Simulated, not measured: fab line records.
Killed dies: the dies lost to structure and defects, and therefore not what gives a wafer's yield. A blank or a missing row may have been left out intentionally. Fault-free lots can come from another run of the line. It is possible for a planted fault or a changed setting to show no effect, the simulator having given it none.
Which tool did it? + flow gf180mcu + 18 wafers from 6 lots sampled at 2 of the route's 602 steps

## WHAT THE GAUGES SHOWED, per wafer
GF_VT_IMPLANT_RS_MEAS_47: measures by four-point-probe.
| lot  | measured     | on            | NWELL_RS (ohm/sq) |
|------|--------------|---------------|-------------------|
| L241 | day 7 18:20  | film-metro-04 | 486.0 487.5 488.0 |
| L243 | day 8 10:01  | film-metro-04 | 489.2 489.0 488.5 |
| L253 | day 11 08:23 | film-metro-04 | 491.5 492.6 492.4 |
| L255 | day 11 18:09 | film-metro-02 | 488.0 488.3 488.4 |
| L259 | day 12 23:37 | film-metro-01 | 487.1 489.0 488.8 |
| L262 | day 13 18:17 | film-metro-01 | 486.9 486.5 486.5 |

## TOOL THAT RAN EACH LOT (tool first, then ch and the chambers of the sampled wafers, then the start)
| lot  | GF_NWELL_IMPLANT_08            |
|------|--------------------------------|
| L241 | implanter-02 ch 0, day 3 12:47 |
| L243 | implanter-03 ch 0, day 4 00:26 |
| L253 | implanter-01 ch 0, day 6 09:11 |
| L255 | implanter-03 ch 0, day 6 17:19 |
| L259 | implanter-02 ch 0, day 7 15:49 |
| L262 | implanter-02 ch 0, day 8 07:12 |
- GF_NWELL_IMPLANT_08

## THE ANSWER, worked out from the rows above alone
Rule: usual is defined by the lots themselves. Put in order of their means at a reading, lots are off if they are a third of the lots or fewer, leave a main group of 4 or more, and stand apart from it by a gap of 3 or more times the standard deviation of the main group's means; of several such gaps the widest counts. If all means in a main group match to the digits the tables above print for the reading, that group is not used. Also off: a lot with no number at a reading for which 4 or more lots have one. The other lots that the step has rows for count as sound.
Off: at GF_VT_IMPLANT_RS_MEAS_47 (NWELL_RS), L253. For the main group the mean is 487.8 ohm/sq and the standard deviation 0.82.
If a tool, at a process step before that reading, ran all the lots that are off and no sound lot after the first of them, it fits. The gauges at GF_VT_IMPLANT_RS_MEAS_47 are tried like those tools. Undecided on this evidence; 2 tools fit (implanter-01 at GF_NWELL_IMPLANT_08, film-metro-04 at GF_VT_IMPLANT_RS_MEAS_47).

## WHAT WAS PUT IN BY THE SIMULATOR
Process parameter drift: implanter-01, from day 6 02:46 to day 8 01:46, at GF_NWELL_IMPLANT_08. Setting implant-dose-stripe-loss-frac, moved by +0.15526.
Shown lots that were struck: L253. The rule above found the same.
